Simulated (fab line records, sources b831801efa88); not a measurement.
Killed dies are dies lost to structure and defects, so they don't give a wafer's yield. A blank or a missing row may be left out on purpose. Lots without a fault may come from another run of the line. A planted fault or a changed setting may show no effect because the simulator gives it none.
fab line records | flow sky130
record lots=13 wafers=39 last_day=50
route steps=708 shown NWELL@60 VT_ADJUST_NCORE@126 POLY_GATE@232 LDD_HVN@274
lots that met no fault: from a run of the same line without faults
start_h: hours from the record's first day to the start of the lot's first wafer shown | wait_h: hours since the lot's step before | " the same as in the row above | L1.1+2: a row that stands for several wafers | - no value, or no start given | * or withheld: withheld | < > ~ a bound
route shown NAME@n: a module of which the file shows steps, and the number in the route of the first | usual: mean/standard deviation of fault-free wafers | same: alike in all rows | chamber/n: place in a boat | sites: the reading at each site | _std_site: their standard deviation | _edge_site: outer sites' mean less inner sites' | radius_mm: how far each site lies from the wafer's centre | mask NAME#n: copy n | behind: the tool/chamber that last shaped the wafer | hold: why the lot was held/for how many hours/how that ended | device: the transistor (n, p or np) that didn't switch | end of line: the same wafers' tests at the end of the route | a step without rows: its recipe alone | killed: dies lost to structure and defects at the first sort, not the wafer's yield | map: a wafer's dies, x killed, . not, _ none there
set.NAME: the setting as run; set.NAME@STEP: as run at that earlier step | model.NAME: the simulator's own value behind a step, which no gauge read
steps of the route over a sample of lots; a table a step, a row a wafer
services: from which hour (start_h, from the record's first day; less than 0 if before it) a tool's chamber was out of use, for how many hours, and why
## steps
# step SKY_NWELL_EXPOSE_07
# recipe mask_id=NWM na=0.6 source_shape=conventional sigma_outer=0.6 polarization=unpolarized target_cd_nm=840 dose_mj=255
# usual exposure_dose_mJ_cm2=255.00/0.24 focus_offset_nm=0.0/0.5
# columns lot.wafer tool chamber start_h wait_h mask exposure_dose_mJ_cm2 focus_offset_nm
L421.2 iline_stepper-01 0 80.72 - NWM#0 255.01 1.0
L421.3 " 0 " " NWM#0 255.13 0.4
L421.6 " 0 " " NWM#0 255.34 0.9
L422.1 iline_stepper-02 0 86.35 - NWM#0 255.17 -0.2
L422.3 " 0 " " NWM#0 255.25 0.2
L422.6 " 0 " " NWM#0 254.78 -0.8
L423.1 iline_stepper-02 0 92.92 - NWM#0 254.59 0.4
L423.2 " 0 " " NWM#0 255.10 0.5
L423.4 " 0 " " NWM#0 254.91 0.3
L424.2 iline_stepper-02 0 99.39 - NWM#0 255.25 -1.2
L424.3 " 0 " " NWM#0 255.37 -0.5
L424.6 " 0 " " NWM#0 254.95 0.2
L425.2 iline_stepper-02 0 102.87 - NWM#0 255.12 -1.2
L425.3 " 0 " " NWM#0 254.98 -0.2
L425.6 " 0 " " NWM#0 254.69 -0.6
L429.1 iline_stepper-02 0 135.85 - PWDEM#0 255.18 -0.1
L429.2 " 0 " " PWDEM#0 255.02 -0.3
L429.3 " 0 " " PWDEM#0 255.09 -0.4
L430.1 iline_stepper-01 0 143.85 - NWM#0 254.87 -0.7
L430.3 " 0 " " NWM#0 255.01 -0.3
L430.6 " 0 " " NWM#0 254.92 0.3
L433.1 iline_stepper-02 0 150.98 - NWM#0 255.53 0.6
L433.3 " 0 " " NWM#0 254.97 0.3
L433.6 " 0 " " NWM#0 255.50 -0.5
L436.1 iline_stepper-01 0 168.87 - NWM#0 254.71 1.0
L436.2 " 0 " " NWM#0 254.69 0.6
L436.3 " 0 " " NWM#0 254.79 0.0
L437.2 iline_stepper-01 0 172.37 - NWM#0 255.01 0.2
L437.4 " 0 " " NWM#0 255.13 0.1
L437.6 " 0 " " NWM#0 254.74 -0.1
L438.1 iline_stepper-02 0 178.19 - NWM#0 255.09 -0.3
L438.3 " 0 " " NWM#0 254.49 0.3
L438.5 " 0 " " NWM#0 255.12 -0.2
L441.3 iline_stepper-02 0 197.96 - NWM#0 255.35 -0.7
L441.4 " 0 " " NWM#0 255.65 -0.7
L441.5 " 0 " " NWM#0 255.56 0.0
L442.1 iline_stepper-02 0 200.20 - NWM#0 254.57 -0.5
L442.3 " 0 " " NWM#0 254.82 -0.7
L442.6 " 0 " " NWM#0 254.88 -0.1
# step SKY_NWELL_OVL_MEAS_10
# usual NWELL_00_OVL=0.6/1.3
# columns lot.wafer tool chamber start_h wait_h NWELL_00_OVL[nm]
L421.2 overlay-02 - 89.43 - 2.5
L421.3 " - " " 1.5
L421.6 " - " " 1.4
L422.1 overlay-02 - 94.69 - 0.7
L422.3 " - " " 1.8
L422.6 " - " " 1.0
L423.1 overlay-01 - 101.40 - 0.9
L423.2 " - " " 1.6
L423.4 " - " " -0.6
L424.2 overlay-01 - 108.51 - 1.7
L424.3 " - " " -0.6
L424.6 " - " " -0.3
L425.2 overlay-02 - 111.70 - -0.4
L425.3 " - " " -0.1
L425.6 " - " " 0.9
L429.1 overlay-02 - 145.39 - -
L429.2 " - " " -
L429.3 " - " " -
L430.1 overlay-02 - 153.39 - 0.1
L430.3 " - " " -1.3
L430.6 " - " " -0.7
L433.1 overlay-01 - 161.05 - 0.2
L433.3 " - " " 0.5
L433.6 " - " " -0.5
L436.1 overlay-01 - 178.84 - 0.8
L436.2 " - " " -1.0
L436.3 " - " " -1.1
L437.2 overlay-01 - 182.28 - 1.7
L437.4 " - " " 2.6
L437.6 " - " " 1.3
L438.1 overlay-01 - 188.87 - -1.0
L438.3 " - " " -0.7
L438.5 " - " " -0.2
L441.3 overlay-02 - 208.56 - 0.8
L441.4 " - " " 0.8
L441.5 " - " " 2.2
L442.1 overlay-02 - 211.27 - 0.2
L442.3 " - " " -0.1
L442.6 " - " " 0.5
# step SKY_NWELL_TW_MEAS_15
# usual NWELL_TW=1819/10
# columns lot.wafer tool chamber start_h wait_h NWELL_TW
L421.2 film_metro-03 - 90.02 0.1 1822
L421.3 " - " " 1827
L421.6 " - " " 1809
L422.1 film_metro-02 - 95.28 0.1 1807
L422.3 " - " " 1793
L422.6 " - " " 1809
L423.1 film_metro-03 - 101.99 0.1 1825
L423.2 " - " " 1823
L423.4 " - " " 1825
L424.2 film_metro-01 - 109.10 0.1 1833
L424.3 " - " " 1829
L424.6 " - " " 1830
L425.2 film_metro-03 - 112.29 0.1 1824
L425.3 " - " " 1819
L425.6 " - " " 1815
L429.1 film_metro-02 - 145.98 0.1 30
L429.2 " - " " 30
L429.3 " - " " 30
L430.1 film_metro-01 - 153.98 0.1 1826
L430.3 " - " " 1831
L430.6 " - " " 1824
L433.1 film_metro-03 - 161.64 0.1 1824
L433.3 " - " " 1824
L433.6 " - " " 1824
L436.1 film_metro-01 - 179.43 0.1 1826
L436.2 " - " " 1834
L436.3 " - " " 1831
L437.2 film_metro-03 - 182.87 0.1 1812
L437.4 " - " " 1817
L437.6 " - " " 1809
L438.1 film_metro-03 - 189.46 0.1 1807
L438.3 " - " " 1818
L438.5 " - " " 1811
L441.3 film_metro-02 - 209.15 0.1 1807
L441.4 " - " " 1804
L441.5 " - " " 1802
L442.1 film_metro-01 - 211.86 0.1 1823
L442.3 " - " " 1824
L442.6 " - " " 1825
# step SKY_VT_ADJUST_NCORE_CD_MEAS_07
# recipe target_cd_nm=380
# usual cd_nm=380.5/2.5
# columns lot.wafer tool chamber start_h wait_h cd_nm
L421.2 cd_sem-01 - 187.81 0.1 378.4
L421.3 " - " " 377.4
L421.6 " - " " 377.2
L422.1 cd_sem-01 - 194.57 0.1 381.2
L422.3 " - " " 379.4
L422.6 " - " " 379.6
L423.1 cd_sem-01 - 201.92 0.1 383.8
L423.2 " - " " 383.1
L423.4 " - " " 383.5
L424.2 cd_sem-02 - 210.29 0.1 378.5
L424.3 " - " " 379.0
L424.6 " - " " 383.8
L425.2 cd_sem-01 - 213.64 0.1 380.5
L425.3 " - " " 382.3
L425.6 " - " " 379.5
L429.1 cd_sem-01 - 256.87 0.1 378.9
L429.2 " - " " 379.6
L429.3 " - " " 377.9
L430.1 cd_sem-01 - 266.54 0.1 380.8
L430.3 " - " " 383.2
L430.6 " - " " 380.6
L433.1 cd_sem-02 - 272.37 0.1 381.9
L433.3 " - " " 382.9
L433.6 " - " " 381.4
L436.1 cd_sem-02 - 295.84 0.1 379.6
L436.2 " - " " 380.9
L436.3 " - " " 382.7
L437.2 cd_sem-01 - 298.14 0.1 381.6
L437.4 " - " " 383.0
L437.6 " - " " 381.1
L438.1 cd_sem-02 - 309.42 0.1 379.2
L438.3 " - " " 379.2
L438.5 " - " " 379.6
L441.3 cd_sem-01 - 331.63 0.1 380.6
L441.4 " - " " 378.8
L441.5 " - " " 377.3
L442.1 cd_sem-01 - 336.99 0.1 376.7
L442.3 " - " " 375.6
L442.6 " - " " 376.8
# step SKY_POLY_GATE_STRIP_18
# recipe chemistry=O2/N2 power_w=1400 pressure_mtorr=1500 platen_temp_c=withheld o2_flow_sccm=3000 n2_flow_sccm=300 overash_fraction=0.5
# usual drypump_motor_current_A=5.6/0.46 o2_flow_sccm=3002/8.9 oes_product_au=0.361/0.0054 strip_time_to_endpoint_s=3.17/0.062
# columns lot.wafer tool chamber start_h wait_h drypump_motor_current_A o2_flow_sccm oes_product_au rf_hours_counter_h strip_time_to_endpoint_s
L421.2 plasma_asher-04 1 375.03 0.0 4.9 3008 0.376 56 3.28
L421.3 " 0 " " 6.1 3012 0.374 - 3.27
L421.6 " 1 " " 4.9 3015 0.370 - 3.22
L422.1 plasma_asher-01 1 385.34 0.0 5.5 2993 0.358 27 3.10
L422.3 " 1 " " 5.5 2992 0.359 - 3.14
L422.6 " 1 " " 5.5 3008 0.351 - 3.10
L423.1 plasma_asher-02 0 392.76 0.0 5.1 3008 0.362 70 3.17
L423.2 " 1 " " 6.2 2996 0.365 70 3.16
L423.4 " 1 " " 6.2 2990 0.363 - 3.23
L424.2 plasma_asher-02 1 405.74 0.0 6.2 2999 0.358 72 3.18
L424.3 " 0 " " 5.1 2995 0.353 - 3.11
L424.6 " 0 " " 5.1 3001 0.363 - 3.14
L425.2 plasma_asher-04 1 411.44 0.0 4.9 3016 0.359 60 3.11
L425.3 " 1 " " 4.9 3003 0.355 - 3.15
L425.6 " 1 " " 4.9 3004 0.355 - 3.12
L429.1 plasma_asher-02 0 470.21 0.0 5.1 3004 0.359 79 3.10
L429.2 " 1 " " 6.2 3004 0.362 79 3.23
L429.3 " 0 " " 5.1 2997 0.359 - 3.12
L430.1 plasma_asher-04 1 477.59 0.0 4.9 3012 0.355 67 3.14
L430.3 " 1 " " 4.9 3004 0.373 - 3.24
L430.6 " 1 " " 4.9 3004 0.361 - 3.24
L433.1 plasma_asher-01 1 486.38 0.0 5.4 2993 0.360 35 3.09
L433.3 " 1 " " 5.5 2992 0.370 - 3.16
L433.6 " 0 " " 6.0 2986 0.363 - 3.19
L436.1 plasma_asher-04 1 515.44 0.0 4.9 3004 0.364 71 3.26
L436.2 " 0 " " 6.1 2996 0.359 71 3.11
L436.3 " 1 " " 4.9 3007 0.362 - 3.18
L437.2 plasma_asher-02 1 516.74 0.0 6.1 3002 0.364 83 3.26
L437.4 " 0 " " 5.1 3005 0.360 - 3.20
L437.6 " 1 " " 6.1 2986 0.365 - 3.26
L438.1 plasma_asher-02 0 529.73 0.0 5.1 3016 0.369 84 3.28
L438.3 " 0 " " 5.1 3007 0.357 - 3.07
L438.5 " 0 " " 5.1 3004 0.363 - 3.17
L442.1 plasma_asher-02 1 567.53 0.0 6.2 2996 0.367 88 3.29
L442.3 " 0 " " 5.1 2991 0.358 - 3.15
L442.6 " 0 " " 5.1 2994 0.366 - 3.15
L441.3 plasma_asher-02 1 569.22 0.1 6.2 2994 0.353 - 3.03
L441.4 " 0 " " 5.1 3011 0.365 - 3.24
L441.5 " 0 " " 5.1 2997 0.363 - 3.08
# step SKY_LDD_HVN_OVL_MEAS_07
# usual LDD_HVN_OVL=-0.8/1.3
# columns lot.wafer tool chamber start_h wait_h LDD_HVN_OVL[nm]
L421.2 overlay-01 - 468.88 0.1 -2.0
L421.3 " - " " -0.2
L421.6 " - " " 1.0
L422.1 overlay-02 - 481.30 0.1 0.5
L422.3 " - " " -1.1
L422.6 " - " " -2.8
L423.1 overlay-02 - 488.77 0.1 -2.9
L423.2 " - " " -1.3
L423.4 " - " " -2.7
L424.2 overlay-02 - 508.43 0.1 1.1
L424.3 " - " " 0.5
L424.6 " - " " -3.1
L425.2 overlay-02 - 509.12 0.1 -1.3
L425.3 " - " " -2.4
L425.6 " - " " -1.7
L429.1 overlay-02 - 565.37 0.1 -2.1
L429.2 " - " " -0.3
L429.3 " - " " -1.3
L430.1 overlay-02 - 573.85 0.1 -3.0
L430.3 " - " " -2.7
L430.6 " - " " -1.9
L433.1 overlay-02 - 581.47 0.1 -2.8
L433.3 " - " " -2.2
L433.6 " - " " -1.0
L436.1 overlay-01 - 610.02 0.1 0.7
L436.2 " - " " -0.2
L436.3 " - " " 0.0
L437.2 overlay-02 - 611.38 0.1 0.0
L437.4 " - " " -0.9
L437.6 " - " " -1.2
L438.1 overlay-02 - 624.27 0.1 1.2
L438.3 " - " " 0.9
L438.5 " - " " -0.4
L442.1 overlay-01 - 658.42 0.1 -2.5
L442.3 " - " " 1.3
L442.6 " - " " -0.9
L441.3 overlay-02 - 660.16 0.1 -1.1
L441.4 " - " " -0.7
L441.5 " - " " -1.2
## services
# columns tool chamber start_h hours kind
iline_stepper-02 - 61.66 4.4 pm
iline_stepper-02 0 70.83 - calibration
iline_stepper-01 - 76.88 1.7 pm
plasma_asher-04 - 77.61 2.8 pm
plasma_asher-01 - 108.75 9.0 pm
iline_stepper-02 - 155.46 9.8 repair
plasma_asher-04 - 177.59 1.6 repair
plasma_asher-02 - 185.11 2.8 pm
plasma_asher-01 - 205.00 3.7 repair
iline_stepper-02 - 225.38 1.7 pm
plasma_asher-02 - 238.25 0.4 repair
plasma_asher-02 - 256.03 1.3 repair
plasma_asher-04 - 271.12 1.9 repair
iline_stepper-01 - 295.13 1.7 pm
iline_stepper-02 - 352.29 6.5 repair
plasma_asher-02 - 354.21 5.5 pm
plasma_asher-01 - 394.69 12.0 repair
iline_stepper-02 - 443.56 1.7 pm
plasma_asher-02 - 463.51 2.4 repair
iline_stepper-01 - 464.77 0.8 pm
iline_stepper-01 - 513.24 1.7 pm
iline_stepper-02 - 524.19 6.0 repair
plasma_asher-01 - 536.01 1.9 repair
iline_stepper-01 - 546.26 10.4 repair
## key
first_sign step=SKY_NWELL_EXPOSE_07 reading=mask direction=changed
effect step=SKY_NWELL_OVL_MEAS_10 reading=NWELL_00_OVL direction=missing
effect step=SKY_NWELL_TW_MEAS_15 reading=NWELL_TW direction=down sigmas=99+ usual=1819 struck=30
met_at SKY_NWELL_EXPOSE_07
struck_lots L429
sort_left_out L429.1,L429.2,L429.3
tester_left_out L429
not_acting_at SKY_VT_ADJUST_NCORE_CD_MEAS_07,SKY_POLY_GATE_STRIP_18,SKY_LDD_HVN_OVL_MEAS_07
onset_between 102.87 135.85
fault kind=wrong_mask tool=any chamber=- onset_h=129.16 steps=SKY_NWELL_EXPOSE_07 aux_copy=PWDEM#0 scope=struck_lots_only
# tester_left_out: of these lots the tester's yield and bins aren't shown, on N5 and GAA mostly nor the transistor test; their killed dies are dies lost to structure and defects alone, not to doping, threshold or leakage, so they don't give the yield
# sort_left_out: the simulated sort isn't trusted on such a fault, so these wafers' sort isn't shown, and their yield isn't known
